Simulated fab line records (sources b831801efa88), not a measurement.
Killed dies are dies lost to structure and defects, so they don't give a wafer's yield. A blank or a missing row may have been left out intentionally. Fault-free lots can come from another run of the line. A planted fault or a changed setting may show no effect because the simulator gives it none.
Chamber matching	flow gf180mcu	GF_V3_CVD_02 on pecvd-03: 3 sister chambers
The step deposits SiO2 from TEOS, target thk 850 nm, time 94.851 s. 3 wafers are shown with their chamber, then 7 later ones without.

WAFERS PAIRED WITH THEIR CHAMBERS
wafer	chamber	heater_power_w (W)
L078.5	0	597
L089.1	1	493
L089.4	2	551

WAFERS WITH NO CHAMBER GIVEN
wafer	heater_power_w (W)
L089.6	712
L092.1	535
L092.3	665
L092.6	696
L094.1	636
L094.3	445
L094.6	577

WHICH CHAMBER EACH WENT THROUGH
wafer	from the rows above	in truth
L089.6	can't be placed: 0 or 2 or 1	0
L092.1	can't be placed: 2 or 1 or 0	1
L092.3	can't be placed: 0 or 2 or 1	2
L092.6	can't be placed: 0 or 2 or 1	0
L094.1	can't be placed: 0 or 2 or 1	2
L094.3	can't be placed: 1 or 2 or 0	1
L094.6	can't be placed: 0 or 2 or 1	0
Correctly placed: 0 of 7. From these rows, 7 cannot be placed; in 7 the true chamber is one of the candidates. 0 placed wrongly.
How it was worked out, from the rows above alone: a wafer's distance from a chamber is the root of the sum, over the readings, of the square of ((its reading less the chamber's mean) divided by the reading's scatter). The wafer belongs to the nearest chamber; if the next one is less than 2 further off, it can't be placed. Each chamber's mean is taken over the wafers shown for it. The scatter (one wafer shown for each chamber): square how far every hidden wafer sits from the nearest shown wafer, average those squares and take the square root.
